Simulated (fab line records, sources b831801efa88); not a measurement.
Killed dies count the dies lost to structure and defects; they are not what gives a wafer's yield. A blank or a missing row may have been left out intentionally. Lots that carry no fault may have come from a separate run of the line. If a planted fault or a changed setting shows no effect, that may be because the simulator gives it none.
The tool behind it: which one? + flow gf180mcu + Sampling: 7 lots, 21 wafers, 2 of 602 route steps

WHAT EACH GAUGE READ, for each wafer
GF_DNWELL_TW_MEAS_09.
| lot  | measured    | on            | DNWELL_TW      |
|------|-------------|---------------|----------------|
| L887 | day 3 04:26 | film-metro-01 | 1357 1347 1351 |
| L890 | day 3 22:04 | film-metro-01 | 1361 1359 1362 |
| L892 | day 4 07:29 | film-metro-02 | 1332 1327 1333 |
| L896 | day 5 05:11 | film-metro-01 | 1357 1356 1353 |
| L898 | day 5 20:44 | film-metro-02 | 1349 1355 1349 |
| L906 | day 7 10:59 | film-metro-01 | 1248 1245 1257 |
| L908 | day 7 22:25 | film-metro-04 | 1343 1342 1339 |

WHAT TOOL EACH LOT RAN ON (gives the tool, then ch and the chambers of the sampled wafers, and finally the start)
| lot  | GF_DNWELL_IMPLANT_07           |
|------|--------------------------------|
| L887 | implanter-01 ch 0, day 3 04:11 |
| L890 | implanter-03 ch 0, day 3 21:50 |
| L892 | implanter-03 ch 0, day 4 07:14 |
| L896 | implanter-03 ch 0, day 5 04:57 |
| L898 | implanter-01 ch 0, day 5 20:29 |
| L906 | implanter-03 ch 0, day 7 10:44 |
| L908 | implanter-01 ch 0, day 7 22:11 |
- GF_DNWELL_IMPLANT_07

THE ANSWER, worked out from the rows above alone
Rule: the usual values come from the lots themselves. The widest of any qualifying gaps counts: lots, ordered by their means at a reading, are off when they make up no more than a third of the lots, leave a main group of 4 or more, and stand apart from it by 3 or more times the standard deviation of that group's means. A main group is skipped when, at the precision printed for the reading in the tables above, its means are all equal. Also off: a lot with no number at a reading for which 4 or more lots have one. The other lots that the step has rows for count as sound.
Off: at GF_DNWELL_TW_MEAS_09 (DNWELL_TW), L906. Mean 1348 and standard deviation 9.8 in the main group.
A tool fits if, at a process step before that reading, it ran every lot that is off, and no sound lot after the first of them. Gauges at GF_DNWELL_TW_MEAS_09: tried the same way as those tools. This does not decide it: 2 tools fit, namely implanter-03 at GF_DNWELL_IMPLANT_07 and film-metro-01 at GF_DNWELL_TW_MEAS_09.

WHAT WAS PUT IN BY THE SIMULATOR
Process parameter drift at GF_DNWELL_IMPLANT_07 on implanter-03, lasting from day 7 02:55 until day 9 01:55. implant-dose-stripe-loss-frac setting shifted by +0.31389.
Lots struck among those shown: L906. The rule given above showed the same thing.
